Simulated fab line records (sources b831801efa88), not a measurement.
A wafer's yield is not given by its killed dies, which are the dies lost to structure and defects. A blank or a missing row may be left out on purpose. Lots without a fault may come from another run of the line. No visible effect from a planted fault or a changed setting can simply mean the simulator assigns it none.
fab line records || flow sky130
[record] {"lots": 14, "wafers": 42, "lastDay": 50}
route steps=708 shown DNWELL@44 SONOS_ONO@178 METAL2@483
lots untouched by any fault: they come from a run of this same line in which no faults occurred
startH: hours from the record's first day to the start of the lot's first wafer shown || waitH: time in hours since the lot's previous step || " repeats the value in the row above || L1.1+2: a single row standing in for several wafers || - either no value or no given start || * or withheld: withheld || < > ~ a bound
route shown NAME@n: a module of which the file shows steps, and the number in the route of the first || usual: mean/standard deviation of fault-free wafers || same: alike in all rows || chamber/n: place in a boat || sites: the reading at each site || _std_site: how widely they spread, as a standard deviation || _edge_site: the outer-site mean with the inner-site mean subtracted || radiusMm: for every site, how far away it sits from the centre of the wafer || mask NAME#n: copy n || behind: tool/chamber where the wafer was last shaped || hold: cause of the lot's hold/its duration in hours/its outcome || device: the n, p or np transistor that did not switch || end of line: tests of these same wafers at the route's end || where a step has no rows: the recipe by itself || killed: the dies lost at the first sort to structure and to defects; this is not the yield of the wafer || map: a wafer's dies, marking killed ones x, the rest . and places with no die _
set.NAME: the run value of the setting; set.NAME@STEP: its run value at that earlier step || model.NAME: the simulator's own value behind a step, which no gauge read
route steps across a sampled set of lots; one table per step, one row per wafer
services: a tool's chamber out of use, with start hour (startH, from the record's first day; less than 0 if before it), hours out, and reason
[[steps]]
[step SKY_DNWELL_TW_MEAS_09]
[usual] {"DNWELL_TW": "1106/10"}
{"lot.wafer": "L107.1", "tool": "filmMetro-01", "chamber": "-", "startH": 52.17, "waitH": 0.1, "DNWELL_TW": 1111}
{"lot.wafer": "L107.4", "tool": "filmMetro-01", "chamber": "-", "startH": 52.17, "waitH": 0.1, "DNWELL_TW": 1107}
{"lot.wafer": "L107.6", "tool": "filmMetro-01", "chamber": "-", "startH": 52.17, "waitH": 0.1, "DNWELL_TW": 1106}
{"lot.wafer": "L108.2", "tool": "filmMetro-02", "chamber": "-", "startH": 61.88, "waitH": 0.1, "DNWELL_TW": 1092}
{"lot.wafer": "L108.3", "tool": "filmMetro-02", "chamber": "-", "startH": 61.88, "waitH": 0.1, "DNWELL_TW": 1093}
{"lot.wafer": "L108.6", "tool": "filmMetro-02", "chamber": "-", "startH": 61.88, "waitH": 0.1, "DNWELL_TW": 1089}
{"lot.wafer": "L111.3", "tool": "filmMetro-02", "chamber": "-", "startH": 78.94, "waitH": 0.1, "DNWELL_TW": 1086}
{"lot.wafer": "L111.4", "tool": "filmMetro-02", "chamber": "-", "startH": 78.94, "waitH": 0.1, "DNWELL_TW": 1096}
{"lot.wafer": "L111.6", "tool": "filmMetro-02", "chamber": "-", "startH": 78.94, "waitH": 0.1, "DNWELL_TW": 1092}
{"lot.wafer": "L112.1", "tool": "filmMetro-03", "chamber": "-", "startH": 82.36, "waitH": 0.1, "DNWELL_TW": 1118}
{"lot.wafer": "L112.3", "tool": "filmMetro-03", "chamber": "-", "startH": 82.36, "waitH": 0.1, "DNWELL_TW": 1113}
{"lot.wafer": "L112.4", "tool": "filmMetro-03", "chamber": "-", "startH": 82.36, "waitH": 0.1, "DNWELL_TW": 1114}
{"lot.wafer": "L113.2", "tool": "filmMetro-01", "chamber": "-", "startH": 88.40, "waitH": 0.1, "DNWELL_TW": 1109}
{"lot.wafer": "L113.3", "tool": "filmMetro-01", "chamber": "-", "startH": 88.40, "waitH": 0.1, "DNWELL_TW": 1106}
{"lot.wafer": "L113.4", "tool": "filmMetro-01", "chamber": "-", "startH": 88.40, "waitH": 0.1, "DNWELL_TW": 1108}
{"lot.wafer": "L115.1", "tool": "filmMetro-01", "chamber": "-", "startH": 96.74, "waitH": 0.1, "DNWELL_TW": 1100}
{"lot.wafer": "L115.2", "tool": "filmMetro-01", "chamber": "-", "startH": 96.74, "waitH": 0.1, "DNWELL_TW": 1099}
{"lot.wafer": "L115.4", "tool": "filmMetro-01", "chamber": "-", "startH": 96.74, "waitH": 0.1, "DNWELL_TW": 1099}
{"lot.wafer": "L117.3", "tool": "filmMetro-03", "chamber": "-", "startH": 113.34, "waitH": 0.1, "DNWELL_TW": 1111}
{"lot.wafer": "L117.4", "tool": "filmMetro-03", "chamber": "-", "startH": 113.34, "waitH": 0.1, "DNWELL_TW": 1107}
{"lot.wafer": "L117.5", "tool": "filmMetro-03", "chamber": "-", "startH": 113.34, "waitH": 0.1, "DNWELL_TW": 1105}
{"lot.wafer": "L118.1", "tool": "filmMetro-02", "chamber": "-", "startH": 117.44, "waitH": 0.1, "DNWELL_TW": 1097}
{"lot.wafer": "L118.3", "tool": "filmMetro-02", "chamber": "-", "startH": 117.44, "waitH": 0.1, "DNWELL_TW": 1094}
{"lot.wafer": "L118.4", "tool": "filmMetro-02", "chamber": "-", "startH": 117.44, "waitH": 0.1, "DNWELL_TW": 1096}
{"lot.wafer": "L124.2", "tool": "filmMetro-02", "chamber": "-", "startH": 146.83, "waitH": 0.1, "DNWELL_TW": 1101}
{"lot.wafer": "L124.3", "tool": "filmMetro-02", "chamber": "-", "startH": 146.83, "waitH": 0.1, "DNWELL_TW": 1097}
{"lot.wafer": "L124.4", "tool": "filmMetro-02", "chamber": "-", "startH": 146.83, "waitH": 0.1, "DNWELL_TW": 1098}
{"lot.wafer": "L125.3", "tool": "filmMetro-03", "chamber": "-", "startH": 151.63, "waitH": 0.1, "DNWELL_TW": 1116}
{"lot.wafer": "L125.4", "tool": "filmMetro-03", "chamber": "-", "startH": 151.63, "waitH": 0.1, "DNWELL_TW": 1118}
{"lot.wafer": "L125.6", "tool": "filmMetro-03", "chamber": "-", "startH": 151.63, "waitH": 0.1, "DNWELL_TW": 1115}
{"lot.wafer": "L126.1", "tool": "filmMetro-03", "chamber": "-", "startH": 156.06, "waitH": 0.1, "DNWELL_TW": 1110}
{"lot.wafer": "L126.2", "tool": "filmMetro-03", "chamber": "-", "startH": 156.06, "waitH": 0.1, "DNWELL_TW": 1116}
{"lot.wafer": "L126.4", "tool": "filmMetro-03", "chamber": "-", "startH": 156.06, "waitH": 0.1, "DNWELL_TW": 1112}
{"lot.wafer": "L128.3", "tool": "filmMetro-01", "chamber": "-", "startH": 164.71, "waitH": 0.1, "DNWELL_TW": 1120}
{"lot.wafer": "L128.5", "tool": "filmMetro-01", "chamber": "-", "startH": 164.71, "waitH": 0.1, "DNWELL_TW": 1118}
{"lot.wafer": "L128.6", "tool": "filmMetro-01", "chamber": "-", "startH": 164.71, "waitH": 0.1, "DNWELL_TW": 1109}
{"lot.wafer": "L129.2", "tool": "filmMetro-02", "chamber": "-", "startH": 171.93, "waitH": 0.1, "DNWELL_TW": 1097}
{"lot.wafer": "L129.4", "tool": "filmMetro-02", "chamber": "-", "startH": 171.93, "waitH": 0.1, "DNWELL_TW": 1102}
{"lot.wafer": "L129.6", "tool": "filmMetro-02", "chamber": "-", "startH": 171.93, "waitH": 0.1, "DNWELL_TW": 1099}
{"lot.wafer": "L130.1", "tool": "filmMetro-01", "chamber": "-", "startH": 177.21, "waitH": 0.1, "DNWELL_TW": 1116}
{"lot.wafer": "L130.3", "tool": "filmMetro-01", "chamber": "-", "startH": 177.21, "waitH": 0.1, "DNWELL_TW": 1123}
{"lot.wafer": "L130.6", "tool": "filmMetro-01", "chamber": "-", "startH": 177.21, "waitH": 0.1, "DNWELL_TW": 1119}
[step SKY_SONOS_ONO_EXPOSE_10]
[recipe] {"maskId": "ONOM", "targetCdNm": 410, "na": 0.6, "sourceShape": "conventional", "sigmaOuter": 0.6, "doseMj": 150}
[usual] {"exposureDoseMJCm2": "149.92/0.16", "focusOffsetNm": "0.1/0.56"}
{"lot.wafer": "L107.1", "tool": "ilineStepper-02", "chamber": 0, "startH": 258.73, "waitH": "-", "mask": "ONOM#0", "exposureDoseMJCm2": 150.10, "focusOffsetNm": 0.4}
{"lot.wafer": "L107.4", "tool": "ilineStepper-02", "chamber": 0, "startH": 258.73, "waitH": "-", "mask": "ONOM#0", "exposureDoseMJCm2": 150.01, "focusOffsetNm": 0.4}
{"lot.wafer": "L107.6", "tool": "ilineStepper-02", "chamber": 0, "startH": 258.73, "waitH": "-", "mask": "ONOM#0", "exposureDoseMJCm2": 149.88, "focusOffsetNm": 0.1}
{"lot.wafer": "L108.2", "tool": "ilineStepper-02", "chamber": 0, "startH": 277.32, "waitH": "-", "mask": "ONOM#0", "exposureDoseMJCm2": 150.12, "focusOffsetNm": -0.1}
{"lot.wafer": "L108.3", "tool": "ilineStepper-02", "chamber": 0, "startH": 277.32, "waitH": "-", "mask": "ONOM#0", "exposureDoseMJCm2": 150.03, "focusOffsetNm": 0.0}
{"lot.wafer": "L108.6", "tool": "ilineStepper-02", "chamber": 0, "startH": 277.32, "waitH": "-", "mask": "ONOM#0", "exposureDoseMJCm2": 149.96, "focusOffsetNm": 0.3}
{"lot.wafer": "L111.3", "tool": "ilineStepper-02", "chamber": 0, "startH": 305.39, "waitH": "-", "mask": "ONOM#0", "exposureDoseMJCm2": 149.99, "focusOffsetNm": 0.0}
{"lot.wafer": "L111.4", "tool": "ilineStepper-02", "chamber": 0, "startH": 305.39, "waitH": "-", "mask": "ONOM#0", "exposureDoseMJCm2": 149.92, "focusOffsetNm": 0.0}
{"lot.wafer": "L111.6", "tool": "ilineStepper-02", "chamber": 0, "startH": 305.39, "waitH": "-", "mask": "ONOM#0", "exposureDoseMJCm2": 149.80, "focusOffsetNm": 0.3}
{"lot.wafer": "L112.1", "tool": "ilineStepper-02", "chamber": 0, "startH": 310.14, "waitH": "-", "mask": "ONOM#0", "exposureDoseMJCm2": 149.98, "focusOffsetNm": 0.1}
{"lot.wafer": "L112.3", "tool": "ilineStepper-02", "chamber": 0, "startH": 310.14, "waitH": "-", "mask": "ONOM#0", "exposureDoseMJCm2": 149.63, "focusOffsetNm": 0.0}
{"lot.wafer": "L112.4", "tool": "ilineStepper-02", "chamber": 0, "startH": 310.14, "waitH": "-", "mask": "ONOM#0", "exposureDoseMJCm2": 149.81, "focusOffsetNm": 0.3}
{"lot.wafer": "L113.2", "tool": "ilineStepper-02", "chamber": 0, "startH": 319.07, "waitH": "-", "mask": "ONOM#0", "exposureDoseMJCm2": 150.08, "focusOffsetNm": 0.3}
{"lot.wafer": "L113.3", "tool": "ilineStepper-02", "chamber": 0, "startH": 319.07, "waitH": "-", "mask": "ONOM#0", "exposureDoseMJCm2": 149.80, "focusOffsetNm": 0.8}
{"lot.wafer": "L113.4", "tool": "ilineStepper-02", "chamber": 0, "startH": 319.07, "waitH": "-", "mask": "ONOM#0", "exposureDoseMJCm2": 149.99, "focusOffsetNm": -0.2}
{"lot.wafer": "L115.1", "tool": "ilineStepper-02", "chamber": 0, "startH": 331.30, "waitH": "-", "mask": "ONOM#0", "exposureDoseMJCm2": 149.77, "focusOffsetNm": 0.2}
{"lot.wafer": "L115.2", "tool": "ilineStepper-02", "chamber": 0, "startH": 331.30, "waitH": "-", "mask": "ONOM#0", "exposureDoseMJCm2": 149.72, "focusOffsetNm": 0.8}
{"lot.wafer": "L115.4", "tool": "ilineStepper-02", "chamber": 0, "startH": 331.30, "waitH": "-", "mask": "ONOM#0", "exposureDoseMJCm2": 149.72, "focusOffsetNm": -0.2}
{"lot.wafer": "L117.3", "tool": "ilineStepper-02", "chamber": "-", "startH": 356.64, "waitH": "-", "mask": "ONOM#0", "exposureDoseMJCm2": "-", "focusOffsetNm": "-"}
{"lot.wafer": "L117.4", "tool": "ilineStepper-02", "chamber": "-", "startH": 356.64, "waitH": "-", "mask": "ONOM#0", "exposureDoseMJCm2": "-", "focusOffsetNm": "-"}
{"lot.wafer": "L117.5", "tool": "ilineStepper-02", "chamber": "-", "startH": 356.64, "waitH": "-", "mask": "ONOM#0", "exposureDoseMJCm2": "-", "focusOffsetNm": "-"}
{"lot.wafer": "L118.1", "tool": "ilineStepper-01", "chamber": "-", "startH": 362.65, "waitH": "-", "mask": "ONOM#0", "exposureDoseMJCm2": "-", "focusOffsetNm": "-"}
{"lot.wafer": "L118.3", "tool": "ilineStepper-01", "chamber": "-", "startH": 362.65, "waitH": "-", "mask": "ONOM#0", "exposureDoseMJCm2": "-", "focusOffsetNm": "-"}
{"lot.wafer": "L118.4", "tool": "ilineStepper-01", "chamber": "-", "startH": 362.65, "waitH": "-", "mask": "ONOM#0", "exposureDoseMJCm2": "-", "focusOffsetNm": "-"}
{"lot.wafer": "L124.2", "tool": "ilineStepper-01", "chamber": 0, "startH": 408.31, "waitH": "-", "mask": "ONOM#0", "exposureDoseMJCm2": 149.75, "focusOffsetNm": -0.6}
{"lot.wafer": "L124.3", "tool": "ilineStepper-01", "chamber": 0, "startH": 408.31, "waitH": "-", "mask": "ONOM#0", "exposureDoseMJCm2": 149.86, "focusOffsetNm": -0.6}
{"lot.wafer": "L124.4", "tool": "ilineStepper-01", "chamber": 0, "startH": 408.31, "waitH": "-", "mask": "ONOM#0", "exposureDoseMJCm2": 149.98, "focusOffsetNm": -1.3}
{"lot.wafer": "L125.3", "tool": "ilineStepper-02", "chamber": 0, "startH": 417.35, "waitH": "-", "mask": "ONOM#0", "exposureDoseMJCm2": 149.81, "focusOffsetNm": 0.2}
{"lot.wafer": "L125.4", "tool": "ilineStepper-02", "chamber": 0, "startH": 417.35, "waitH": "-", "mask": "ONOM#0", "exposureDoseMJCm2": 149.73, "focusOffsetNm": 0.3}
{"lot.wafer": "L125.6", "tool": "ilineStepper-02", "chamber": 0, "startH": 417.35, "waitH": "-", "mask": "ONOM#0", "exposureDoseMJCm2": 149.81, "focusOffsetNm": 0.0}
{"lot.wafer": "L126.1", "tool": "ilineStepper-02", "chamber": 0, "startH": 419.27, "waitH": "-", "mask": "ONOM#0", "exposureDoseMJCm2": 149.82, "focusOffsetNm": 0.4}
{"lot.wafer": "L126.2", "tool": "ilineStepper-02", "chamber": 0, "startH": 419.27, "waitH": "-", "mask": "ONOM#0", "exposureDoseMJCm2": 149.69, "focusOffsetNm": -0.3}
{"lot.wafer": "L126.4", "tool": "ilineStepper-02", "chamber": 0, "startH": 419.27, "waitH": "-", "mask": "ONOM#0", "exposureDoseMJCm2": 149.83, "focusOffsetNm": -0.4}
{"lot.wafer": "L128.3", "tool": "ilineStepper-01", "chamber": 0, "startH": 432.96, "waitH": "-", "mask": "ONOM#0", "exposureDoseMJCm2": 149.69, "focusOffsetNm": 1.1}
{"lot.wafer": "L128.5", "tool": "ilineStepper-01", "chamber": 0, "startH": 432.96, "waitH": "-", "mask": "ONOM#0", "exposureDoseMJCm2": 149.73, "focusOffsetNm": -0.2}
{"lot.wafer": "L128.6", "tool": "ilineStepper-01", "chamber": 0, "startH": 432.96, "waitH": "-", "mask": "ONOM#0", "exposureDoseMJCm2": 149.81, "focusOffsetNm": -0.2}
{"lot.wafer": "L129.2", "tool": "ilineStepper-01", "chamber": 0, "startH": 448.07, "waitH": "-", "mask": "ONOM#0", "exposureDoseMJCm2": 149.77, "focusOffsetNm": -0.1}
{"lot.wafer": "L129.4", "tool": "ilineStepper-01", "chamber": 0, "startH": 448.07, "waitH": "-", "mask": "ONOM#0", "exposureDoseMJCm2": 149.78, "focusOffsetNm": 0.5}
{"lot.wafer": "L129.6", "tool": "ilineStepper-01", "chamber": 0, "startH": 448.07, "waitH": "-", "mask": "ONOM#0", "exposureDoseMJCm2": 149.56, "focusOffsetNm": -0.5}
{"lot.wafer": "L130.1", "tool": "ilineStepper-01", "chamber": 0, "startH": 453.75, "waitH": "-", "mask": "ONOM#0", "exposureDoseMJCm2": 150.06, "focusOffsetNm": 1.0}
{"lot.wafer": "L130.3", "tool": "ilineStepper-01", "chamber": 0, "startH": 453.75, "waitH": "-", "mask": "ONOM#0", "exposureDoseMJCm2": 150.23, "focusOffsetNm": 1.0}
{"lot.wafer": "L130.6", "tool": "ilineStepper-01", "chamber": 0, "startH": 453.75, "waitH": "-", "mask": "ONOM#0", "exposureDoseMJCm2": 149.85, "focusOffsetNm": 0.6}
[step SKY_METAL2_SPUTTER_00]
[recipe] {"material": "Ti", "targetThkNm": 15, "powerW": 3000, "timeS": 10, "chamberPressurePa": 0.4}
[usual] {"throttleValvePct": "29.8/1.1"}
{"lot.wafer": "L107.1", "tool": "pvdSputter-02", "chamber": "-", "startH": 783.64, "waitH": 0.2, "throttleValvePct": 28.9}
{"lot.wafer": "L107.4", "tool": "pvdSputter-02", "chamber": "-", "startH": 783.64, "waitH": 0.2, "throttleValvePct": 29.5}
{"lot.wafer": "L107.6", "tool": "pvdSputter-02", "chamber": "-", "startH": 783.64, "waitH": 0.2, "throttleValvePct": 29.9}
{"lot.wafer": "L108.2", "tool": "pvdSputter-02", "chamber": "-", "startH": 800.69, "waitH": 0.1, "throttleValvePct": 29.4}
{"lot.wafer": "L108.3", "tool": "pvdSputter-02", "chamber": "-", "startH": 800.69, "waitH": 0.1, "throttleValvePct": 30.0}
{"lot.wafer": "L108.6", "tool": "pvdSputter-02", "chamber": "-", "startH": 800.69, "waitH": 0.1, "throttleValvePct": 27.6}
{"lot.wafer": "L111.3", "tool": "pvdSputter-03", "chamber": "-", "startH": 825.66, "waitH": 0.2, "throttleValvePct": 30.2}
{"lot.wafer": "L111.4", "tool": "pvdSputter-03", "chamber": "-", "startH": 825.66, "waitH": 0.2, "throttleValvePct": 30.7}
{"lot.wafer": "L111.6", "tool": "pvdSputter-03", "chamber": "-", "startH": 825.66, "waitH": 0.2, "throttleValvePct": 31.6}
{"lot.wafer": "L112.1", "tool": "pvdSputter-03", "chamber": "-", "startH": 836.12, "waitH": 0.2, "throttleValvePct": 31.4}
{"lot.wafer": "L112.3", "tool": "pvdSputter-03", "chamber": "-", "startH": 836.12, "waitH": 0.2, "throttleValvePct": 30.5}
{"lot.wafer": "L112.4", "tool": "pvdSputter-03", "chamber": "-", "startH": 836.12, "waitH": 0.2, "throttleValvePct": 31.4}
{"lot.wafer": "L113.2", "tool": "pvdSputter-02", "chamber": "-", "startH": 843.68, "waitH": 0.2, "throttleValvePct": 29.2}
{"lot.wafer": "L113.3", "tool": "pvdSputter-02", "chamber": "-", "startH": 843.68, "waitH": 0.2, "throttleValvePct": 29.5}
{"lot.wafer": "L113.4", "tool": "pvdSputter-02", "chamber": "-", "startH": 843.68, "waitH": 0.2, "throttleValvePct": 27.8}
{"lot.wafer": "L115.1", "tool": "pvdSputter-03", "chamber": "-", "startH": 857.78, "waitH": 0.1, "throttleValvePct": 28.7}
{"lot.wafer": "L115.2", "tool": "pvdSputter-03", "chamber": "-", "startH": 857.78, "waitH": 0.1, "throttleValvePct": 29.4}
{"lot.wafer": "L115.4", "tool": "pvdSputter-03", "chamber": "-", "startH": 857.78, "waitH": 0.1, "throttleValvePct": 31.4}
{"lot.wafer": "L124.2", "tool": "pvdSputter-03", "chamber": "-", "startH": 924.05, "waitH": 0.1, "throttleValvePct": 31.7}
{"lot.wafer": "L124.3", "tool": "pvdSputter-03", "chamber": "-", "startH": 924.05, "waitH": 0.1, "throttleValvePct": 30.6}
{"lot.wafer": "L124.4", "tool": "pvdSputter-03", "chamber": "-", "startH": 924.05, "waitH": 0.1, "throttleValvePct": 29.5}
{"lot.wafer": "L125.3", "tool": "pvdSputter-01", "chamber": "-", "startH": 931.94, "waitH": 0.2, "throttleValvePct": 30.4}
{"lot.wafer": "L125.4", "tool": "pvdSputter-01", "chamber": "-", "startH": 931.94, "waitH": 0.2, "throttleValvePct": 30.3}
{"lot.wafer": "L125.6", "tool": "pvdSputter-01", "chamber": "-", "startH": 931.94, "waitH": 0.2, "throttleValvePct": 30.2}
{"lot.wafer": "L126.1", "tool": "pvdSputter-03", "chamber": "-", "startH": 936.04, "waitH": 0.2, "throttleValvePct": 29.6}
{"lot.wafer": "L126.2", "tool": "pvdSputter-03", "chamber": "-", "startH": 936.04, "waitH": 0.2, "throttleValvePct": 30.5}
{"lot.wafer": "L126.4", "tool": "pvdSputter-03", "chamber": "-", "startH": 936.04, "waitH": 0.2, "throttleValvePct": 31.3}
{"lot.wafer": "L128.3", "tool": "pvdSputter-02", "chamber": "-", "startH": 946.11, "waitH": 0.2, "throttleValvePct": 27.5}
{"lot.wafer": "L128.5", "tool": "pvdSputter-02", "chamber": "-", "startH": 946.11, "waitH": 0.2, "throttleValvePct": 29.6}
{"lot.wafer": "L128.6", "tool": "pvdSputter-02", "chamber": "-", "startH": 946.11, "waitH": 0.2, "throttleValvePct": 28.9}
{"lot.wafer": "L129.2", "tool": "pvdSputter-02", "chamber": "-", "startH": 954.45, "waitH": 0.1, "throttleValvePct": 29.6}
{"lot.wafer": "L129.4", "tool": "pvdSputter-02", "chamber": "-", "startH": 954.45, "waitH": 0.1, "throttleValvePct": 29.5}
{"lot.wafer": "L129.6", "tool": "pvdSputter-02", "chamber": "-", "startH": 954.45, "waitH": 0.1, "throttleValvePct": 27.7}
{"lot.wafer": "L130.1", "tool": "pvdSputter-03", "chamber": "-", "startH": 960.02, "waitH": 0.1, "throttleValvePct": 31.3}
{"lot.wafer": "L130.3", "tool": "pvdSputter-03", "chamber": "-", "startH": 960.02, "waitH": 0.1, "throttleValvePct": 29.5}
{"lot.wafer": "L130.6", "tool": "pvdSputter-03", "chamber": "-", "startH": 960.02, "waitH": 0.1, "throttleValvePct": 31.4}
[step SKY_METAL2_SPUTTER_04]
[recipe] {"material": "TiN", "targetThkNm": 70, "powerW": 6500, "timeS": 58.3, "chamberPressurePa": 0.4}
[usual] {"throttleValvePct": "29.8/1.1"}
{"lot.wafer": "L107.1", "tool": "pvdSputter-02", "chamber": "-", "startH": 783.73, "waitH": 0.0, "throttleValvePct": 29.3}
{"lot.wafer": "L107.4", "tool": "pvdSputter-02", "chamber": "-", "startH": 783.73, "waitH": 0.0, "throttleValvePct": 29.7}
{"lot.wafer": "L107.6", "tool": "pvdSputter-02", "chamber": "-", "startH": 783.73, "waitH": 0.0, "throttleValvePct": 29.6}
{"lot.wafer": "L108.2", "tool": "pvdSputter-02", "chamber": "-", "startH": 800.78, "waitH": 0.0, "throttleValvePct": 29.1}
{"lot.wafer": "L108.3", "tool": "pvdSputter-02", "chamber": "-", "startH": 800.78, "waitH": 0.0, "throttleValvePct": 29.6}
{"lot.wafer": "L108.6", "tool": "pvdSputter-02", "chamber": "-", "startH": 800.78, "waitH": 0.0, "throttleValvePct": 27.6}
{"lot.wafer": "L111.3", "tool": "pvdSputter-03", "chamber": "-", "startH": 825.75, "waitH": 0.0, "throttleValvePct": 30.6}
{"lot.wafer": "L111.4", "tool": "pvdSputter-03", "chamber": "-", "startH": 825.75, "waitH": 0.0, "throttleValvePct": 30.2}
{"lot.wafer": "L111.6", "tool": "pvdSputter-03", "chamber": "-", "startH": 825.75, "waitH": 0.0, "throttleValvePct": 31.3}
{"lot.wafer": "L112.1", "tool": "pvdSputter-03", "chamber": "-", "startH": 836.22, "waitH": 0.0, "throttleValvePct": 31.4}
{"lot.wafer": "L112.3", "tool": "pvdSputter-03", "chamber": "-", "startH": 836.22, "waitH": 0.0, "throttleValvePct": 30.6}
{"lot.wafer": "L112.4", "tool": "pvdSputter-03", "chamber": "-", "startH": 836.22, "waitH": 0.0, "throttleValvePct": 31.2}
{"lot.wafer": "L113.2", "tool": "pvdSputter-02", "chamber": "-", "startH": 843.77, "waitH": 0.0, "throttleValvePct": 28.7}
{"lot.wafer": "L113.3", "tool": "pvdSputter-02", "chamber": "-", "startH": 843.77, "waitH": 0.0, "throttleValvePct": 29.5}
{"lot.wafer": "L113.4", "tool": "pvdSputter-02", "chamber": "-", "startH": 843.77, "waitH": 0.0, "throttleValvePct": 27.9}
{"lot.wafer": "L115.1", "tool": "pvdSputter-03", "chamber": "-", "startH": 857.88, "waitH": 0.0, "throttleValvePct": 28.9}
{"lot.wafer": "L115.2", "tool": "pvdSputter-03", "chamber": "-", "startH": 857.88, "waitH": 0.0, "throttleValvePct": 29.7}
{"lot.wafer": "L115.4", "tool": "pvdSputter-03", "chamber": "-", "startH": 857.88, "waitH": 0.0, "throttleValvePct": 31.5}
{"lot.wafer": "L124.2", "tool": "pvdSputter-03", "chamber": "-", "startH": 924.14, "waitH": 0.0, "throttleValvePct": 31.2}
{"lot.wafer": "L124.3", "tool": "pvdSputter-03", "chamber": "-", "startH": 924.14, "waitH": 0.0, "throttleValvePct": 30.0}
{"lot.wafer": "L124.4", "tool": "pvdSputter-03", "chamber": "-", "startH": 924.14, "waitH": 0.0, "throttleValvePct": 29.5}
{"lot.wafer": "L125.3", "tool": "pvdSputter-01", "chamber": "-", "startH": 932.03, "waitH": 0.0, "throttleValvePct": 30.5}
{"lot.wafer": "L125.4", "tool": "pvdSputter-01", "chamber": "-", "startH": 932.03, "waitH": 0.0, "throttleValvePct": 30.3}
{"lot.wafer": "L125.6", "tool": "pvdSputter-01", "chamber": "-", "startH": 932.03, "waitH": 0.0, "throttleValvePct": 30.2}
{"lot.wafer": "L126.1", "tool": "pvdSputter-03", "chamber": "-", "startH": 936.13, "waitH": 0.0, "throttleValvePct": 29.5}
{"lot.wafer": "L126.2", "tool": "pvdSputter-03", "chamber": "-", "startH": 936.13, "waitH": 0.0, "throttleValvePct": 30.6}
{"lot.wafer": "L126.4", "tool": "pvdSputter-03", "chamber": "-", "startH": 936.13, "waitH": 0.0, "throttleValvePct": 31.4}
{"lot.wafer": "L128.3", "tool": "pvdSputter-02", "chamber": "-", "startH": 946.20, "waitH": 0.0, "throttleValvePct": 27.6}
{"lot.wafer": "L128.5", "tool": "pvdSputter-02", "chamber": "-", "startH": 946.20, "waitH": 0.0, "throttleValvePct": 29.6}
{"lot.wafer": "L128.6", "tool": "pvdSputter-02", "chamber": "-", "startH": 946.20, "waitH": 0.0, "throttleValvePct": 29.1}
{"lot.wafer": "L129.2", "tool": "pvdSputter-02", "chamber": "-", "startH": 954.54, "waitH": 0.0, "throttleValvePct": 29.7}
{"lot.wafer": "L129.4", "tool": "pvdSputter-02", "chamber": "-", "startH": 954.54, "waitH": 0.0, "throttleValvePct": 29.6}
{"lot.wafer": "L129.6", "tool": "pvdSputter-02", "chamber": "-", "startH": 954.54, "waitH": 0.0, "throttleValvePct": 27.5}
{"lot.wafer": "L130.1", "tool": "pvdSputter-03", "chamber": "-", "startH": 960.11, "waitH": 0.0, "throttleValvePct": 31.2}
{"lot.wafer": "L130.3", "tool": "pvdSputter-03", "chamber": "-", "startH": 960.11, "waitH": 0.0, "throttleValvePct": 29.7}
{"lot.wafer": "L130.6", "tool": "pvdSputter-03", "chamber": "-", "startH": 960.11, "waitH": 0.0, "throttleValvePct": 31.5}
[[services]]
{"tool": "ilineStepper-02", "chamber": "-", "startH": 283.91, "hours": 1.0, "kind": "repair"}
{"tool": "ilineStepper-01", "chamber": "-", "startH": 298.62, "hours": 13.8, "kind": "repair"}
{"tool": "ilineStepper-02", "chamber": "-", "startH": 312.45, "hours": 1.7, "kind": "pm"}
{"tool": "pvdSputter-03", "chamber": "-", "startH": 329.41, "hours": 1.4, "kind": "repair"}
{"tool": "ilineStepper-01", "chamber": "-", "startH": 335.69, "hours": 1.7, "kind": "pm"}
{"tool": "ilineStepper-02", "chamber": "-", "startH": 406.20, "hours": 9.3, "kind": "repair"}
{"tool": "pvdSputter-03", "chamber": "-", "startH": 428.44, "hours": 0.5, "kind": "repair"}
{"tool": "pvdSputter-02", "chamber": "-", "startH": 431.85, "hours": 19.2, "kind": "repair"}
{"tool": "pvdSputter-02", "chamber": "-", "startH": 455.74, "hours": 0.5, "kind": "repair"}
{"tool": "pvdSputter-03", "chamber": "-", "startH": 503.21, "hours": 4.7, "kind": "repair"}
{"tool": "ilineStepper-02", "chamber": "-", "startH": 517.22, "hours": 1.7, "kind": "pm"}
{"tool": "pvdSputter-03", "chamber": "-", "startH": 557.63, "hours": 2.0, "kind": "repair"}
{"tool": "ilineStepper-02", "chamber": "-", "startH": 575.02, "hours": 5.9, "kind": "repair"}
{"tool": "pvdSputter-03", "chamber": "-", "startH": 596.95, "hours": 4.8, "kind": "repair"}
{"tool": "pvdSputter-03", "chamber": "-", "startH": 698.06, "hours": 3.5, "kind": "repair"}
{"tool": "ilineStepper-02", "chamber": "-", "startH": 716.22, "hours": 2.1, "kind": "pm"}
{"tool": "pvdSputter-02", "chamber": "-", "startH": 721.29, "hours": 0.9, "kind": "repair"}
{"tool": "ilineStepper-02", "chamber": "-", "startH": 735.41, "hours": 1.7, "kind": "pm"}
{"tool": "pvdSputter-02", "chamber": "-", "startH": 739.33, "hours": 5.9, "kind": "repair"}
{"tool": "pvdSputter-02", "chamber": "-", "startH": 770.39, "hours": 3.0, "kind": "repair"}
{"tool": "pvdSputter-02", "chamber": "-", "startH": 849.06, "hours": 1.5, "kind": "repair"}
{"tool": "pvdSputter-03", "chamber": "-", "startH": 891.68, "hours": 1.9, "kind": "repair"}
{"tool": "pvdSputter-02", "chamber": "-", "startH": 930.75, "hours": 5.9, "kind": "repair"}
{"tool": "ilineStepper-02", "chamber": "-", "startH": 953.58, "hours": 1.7, "kind": "pm"}
[[key]]
[firstSign] {"step": "SKY_SONOS_ONO_EXPOSE_10", "reading": "toolRecord", "direction": "missing"}
effect none on later readings
metAt SKY_SONOS_ONO_EXPOSE_10
struckLots L117,L118
laterRowsLeftOut L117.3,L117.4,L117.5,L118.1,L118.3,L118.4
sortLeftOut L117.3,L117.4,L117.5,L118.1,L118.3,L118.4
testerLeftOut L117,L118
notActingAt SKY_DNWELL_TW_MEAS_09,SKY_METAL2_SPUTTER_00,SKY_METAL2_SPUTTER_04
onsetBetween 331.30 356.64
[fault] {"kind": "skippedStepWhole", "tool": "ilineStepper-01,ilineStepper-02", "chamber": "-", "onsetH": 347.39, "steps": "SKY_SONOS_ONO_EXPOSE_10", "scope": "struckLotsOnly"}
// testerLeftOut: of these lots the tester's yield and bins aren't shown, on N5 and GAA mostly nor the transistor test; their killed dies are dies lost to structure and defects alone, not to doping, threshold or leakage, so they don't give the yield
// sortLeftOut: the simulated sort isn't trusted on such a fault, so these wafers' sort isn't shown, and their yield isn't known
// laterRowsLeftOut: the simulator's readings of these wafers behind a module that went badly wrong aren't trusted and aren't shown, but for the sort
